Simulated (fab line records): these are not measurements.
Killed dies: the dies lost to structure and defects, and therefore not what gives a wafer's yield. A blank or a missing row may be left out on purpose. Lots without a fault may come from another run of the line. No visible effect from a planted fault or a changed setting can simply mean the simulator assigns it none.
Problem report, 8D (eight disciplines) form, completed by code | flow sky130 | the parts of the form that need people (team, actions taken, sign-off) are left out

1. WHAT IS WRONG
At SKY_PAD_OPEN_PROBE_99, killed_at_M4_up averages 44.3 over 6 wafers from 2 lots, while fault-free wafers read 3.1, standard deviation 1.8. That is +23 standard deviations from the usual mean.
Seen first at day 50 12:08 on prober-01, wafer L955.3. Wafers with a number at this step in the record: 36, from 12 lots. Rule for "out", or "out of limits": more than 4 standard deviations from the usual mean. Any other wafer with a number is counted as sound.

2. WHAT IT IS, WHAT IT ISN'T
question                    | is                     | is not
which readings at this step | killed_at_M4_up        | killed_at_M0_to_M3, killed at other, killed open, killed short, sort_bin_6_memory
which lots                  | L954, L955             | L935, L937, L940, L944, L945, L946, L949, L951, L957, L958
which wafers of those lots  | all that have a number | -
read on which tools         | prober-01, prober-02   | -
when                        | from day 50 12:08      | up to then (24 sound wafers); but 6 sound wafers of L957, L958 came after

3. WHAT RULES OUT EACH SUSPECT
Counting: a tool at a process step up to the reading stays a suspect if it ran every lot that is out and no sound lot after the first of them.
- wet bench-04 at SKY_VIA4_CLEAN_16 (cleans in O3/DIW): kept. It processed each lot that is out, first L955 at day 48 03:24, and no sound lot thereafter; up to then, the last sound lot it processed was L951 at day 47 10:53.
After counting, what remains is wet bench-04 at SKY_VIA4_CLEAN_16.

4. THE CAUSE (what the simulator had put in)
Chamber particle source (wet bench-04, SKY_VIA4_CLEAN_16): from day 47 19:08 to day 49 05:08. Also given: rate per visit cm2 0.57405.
The count eliminated every tool but this one.

5. SEQUENCE OF EFFECTS, ordered by route
Each row: a reading where the mean over the struck wafers with a number is more than 3 standard deviations away from the usual. Readings are gone through only where the record gives a usual standard deviation; hours: the median, over the lots, of the time from a lot's start at the first step in this table giving one to that lot's start at this step; sigmas: the change measured in usual standard deviations.
hours | step                  | reading              | usual  | on struck wafers | change | sigmas
0     | SKY_PAD_OPEN_PROBE_99 | defect limited yield | 82.4 % | 75.9             | -6.5   | -3.2
0     | SKY_PAD_OPEN_PROBE_99 | killed_at_M4_up      | 3.1    | 44.3             | +41.2  | +23
0     | SKY_PAD_OPEN_PROBE_99 | killed dies          | 87     | 118              | +32    | +3.2
0     | SKY_PAD_OPEN_PROBE_99 | sort_bin_3_pad_short | 0.9 %  | 2.4              | +1.5   | +4.1
0     | SKY_PAD_OPEN_PROBE_99 | sort_bin_5_function  | 10.4 % | 15.0             | +4.6   | +3.3
0     | SKY_PAD_OPEN_PROBE_99 | sort n pass          | 405    | 374              | -32    | -3.2
0     | SKY_PAD_OPEN_PROBE_99 | sort yield pct       | 82.4 % | 75.9             | -6.5   | -3.2
Its process steps:
- SKY_PAD_OPEN_PROBE_99

6. HOW IT WOULD HAVE BEEN CAUGHT EARLIER
In this record the first reading out of limits was taken at day 50 12:08, 65 hours after the fault began at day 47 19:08.
Lots out: 2; all had begun SKY_VIA4_CLEAN_16 on wet bench-04 by day 50 12:08. None of them would have been spared by holding the tool at that moment.
